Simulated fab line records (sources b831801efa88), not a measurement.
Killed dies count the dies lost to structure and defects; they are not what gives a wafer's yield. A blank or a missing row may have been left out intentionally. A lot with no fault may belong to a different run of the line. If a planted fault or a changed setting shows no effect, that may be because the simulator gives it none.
Chamber matching | flow gf180mcu | 3 sister chambers for GF_PASSIVATION_CVD_02 on pecvd-04
The step deposits Si3N4, target thk 700 nm, time 486.18 s. 16 wafers are shown with their chamber, then 8 later ones without.

WAFERS PAIRED WITH THEIR CHAMBERS
wafer  | chamber | heater power w (W)
L074.1 | 1       | 641
L074.3 | 2       | 784
L074.4 | 2       | 810
L078.1 | 2       | 769
L078.4 | 0       | 850
L078.5 | 2       | 832
L079.2 | 2       | 875
L079.4 | 2       | 711
L079.5 | 0       | 797
L088.1 | 0       | 791
L088.2 | 1       | 673
L088.6 | 2       | 824
L089.1 | 1       | 615
L089.4 | 0       | 844
L089.6 | 2       | 874
L090.1 | 1       | 685

SIGNATURES (averages over the wafers above)
reading        | chamber 0 | chamber 1 | chamber 2 | scatter within a chamber
heater power w | 820.50    | 653.50    | 809.88    | 45.6
Rule: for each reading, subtract the chamber's mean from the wafer's reading, divide by that reading's scatter and square the result; add these up over the readings and take the root, which gives the wafer's distance from the chamber. The wafer belongs to the nearest chamber; if the next one is less than 2 further off, it can't be placed. The scatter is the square root of a quotient: the sum, over the shown wafers, of each reading's squared deviation from its chamber's mean, divided by wafers minus chambers.

WAFERS WITH NO CHAMBER GIVEN
wafer  | heater power w (W)
L090.4 | 880
L090.6 | 886
L093.2 | 768
L093.4 | 819
L093.5 | 858
L097.1 | 735
L097.2 | 872
L097.5 | 706

WHICH CHAMBER EACH ONE RAN IN
wafer  | from the rows above          | in truth
L090.4 | can't be placed: 0 or 2      | 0
L090.6 | can't be placed: 0 or 2      | 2
L093.2 | can't be placed: 2 or 0 or 1 | 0
L093.4 | can't be placed: 0 or 2      | 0
L093.5 | can't be placed: 0 or 2      | 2
L097.1 | can't be placed: 2 or 1 or 0 | 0
L097.2 | can't be placed: 0 or 2      | 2
L097.5 | can't be placed: 1 or 2 or 0 | 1
Placed correctly: 0 of 8. These rows do not allow placing 8 (true chamber among the candidates in 8). Placed wrongly: 0.
